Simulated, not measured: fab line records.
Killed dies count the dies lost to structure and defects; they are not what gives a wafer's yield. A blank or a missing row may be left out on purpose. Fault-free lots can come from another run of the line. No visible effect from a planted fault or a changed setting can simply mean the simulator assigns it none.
Matching of chambers | flow sky130 | 4 sister chambers for SKY_FIELD_ISO_ETCH_17 on rie si-02
The step etches Si in HBr/Cl2/O2, target depth 342 nm, time 97.7 s. 27 wafers are shown with their chamber, then 12 later ones without.

WAFERS, EACH WITH ITS CHAMBER
wafer  | chamber | drypump motor current A (A) | oes product au (a.u.) | throttle valve pct (%)
L075.3 | 2       | 6.1                         | 1.024                 | 25.638
L075.5 | 3       | 5.6                         | 0.999                 | 25.662
L075.6 | 1       | 5.0                         | 0.989                 | 25.670
L076.2 | 3       | 5.6                         | 0.988                 | 25.676
L076.3 | 2       | 6.1                         | 1.011                 | 25.640
L076.5 | 2       | 6.2                         | 1.020                 | 25.641
L081.1 | 0       | 5.5                         | 0.990                 | 25.656
L081.2 | 1       | 5.0                         | 0.983                 | 25.685
L081.5 | 2       | 6.2                         | 1.017                 | 25.647
L083.1 | 2       | 6.2                         | 1.030                 | 25.650
L083.3 | 1       | 5.0                         | 0.995                 | 25.685
L083.6 | 2       | 6.2                         | 1.026                 | 25.639
L084.4 | 2       | 6.2                         | 1.029                 | 25.645
L084.5 | 1       | 5.0                         | 0.987                 | 25.665
L084.6 | 2       | 6.2                         | 1.024                 | 25.649
L086.3 | 3       | 5.6                         | 1.004                 | 25.668
L086.5 | 0       | 5.5                         | 1.000                 | 25.656
L086.6 | 3       | 5.6                         | 1.013                 | 25.628
L088.1 | 3       | 5.6                         | 1.004                 | 25.661
L088.3 | 0       | 5.5                         | 1.003                 | 25.657
L088.4 | 2       | 6.2                         | 1.020                 | 25.658
L089.2 | 2       | 6.1                         | 1.017                 | 25.654
L089.3 | 3       | 5.6                         | 1.009                 | 25.643
L089.4 | 1       | 5.0                         | 0.991                 | 25.659
L091.2 | 0       | 5.5                         | 0.994                 | 25.656
L091.3 | 3       | 5.6                         | 1.006                 | 25.656
L091.5 | 3       | 5.6                         | 1.000                 | 25.670

SIGNATURES (means of the wafers above)
reading                 | chamber 0 | chamber 1 | chamber 2 | chamber 3 | scatter within a chamber
drypump motor current A | 5.500     | 5.000     | 6.170     | 5.600     | 0.0302
oes product au          | 0.99675   | 0.98900   | 1.02180   | 1.00287   | 0.00624
throttle valve pct      | 25.65625  | 25.67280  | 25.64610  | 25.65800  | 0.0108
Rule: for each reading, subtract the chamber's mean from the wafer's reading, divide by that reading's scatter and square the result; add these up over the readings and take the root, which gives the wafer's distance from the chamber. If the next closest chamber is less than 2 further off than the closest, the wafer can't be placed; otherwise it belongs to the closest. The scatter is the square root of a quotient: the sum, over the shown wafers, of each reading's squared deviation from its chamber's mean, divided by wafers minus chambers.

WAFERS WITH NO CHAMBER GIVEN
wafer  | drypump motor current A (A) | oes product au (a.u.) | throttle valve pct (%)
L092.1 | 6.2                         | 1.016                 | 25.637
L092.3 | 5.0                         | 1.001                 | 25.660
L092.5 | 6.2                         | 1.010                 | 25.632
L093.3 | 6.2                         | 1.012                 | 25.664
L093.4 | 5.5                         | 0.994                 | 25.662
L093.6 | 5.6                         | 1.001                 | 25.668
L094.1 | 5.0                         | 0.982                 | 25.663
L094.5 | 4.9                         | 0.996                 | 25.640
L094.6 | 5.5                         | 0.998                 | 25.657
L095.1 | 5.6                         | 1.005                 | 25.637
L095.4 | 5.5                         | 0.996                 | 25.652
L095.5 | 6.1                         | 1.027                 | 25.643

EACH ONE'S CHAMBER
wafer  | from the rows above | in truth
L092.1 | 2                   | 2
L092.3 | 1                   | 1
L092.5 | 2                   | 2
L093.3 | 2                   | 2
L093.4 | 0                   | 0
L093.6 | 3                   | 3
L094.1 | 1                   | 1
L094.5 | 1                   | 1
L094.6 | 0                   | 0
L095.1 | 3                   | 3
L095.4 | 0                   | 0
L095.5 | 2                   | 2
Placed correctly: 12 of 12. Not placeable from these rows: 0. Placed wrongly: 0.
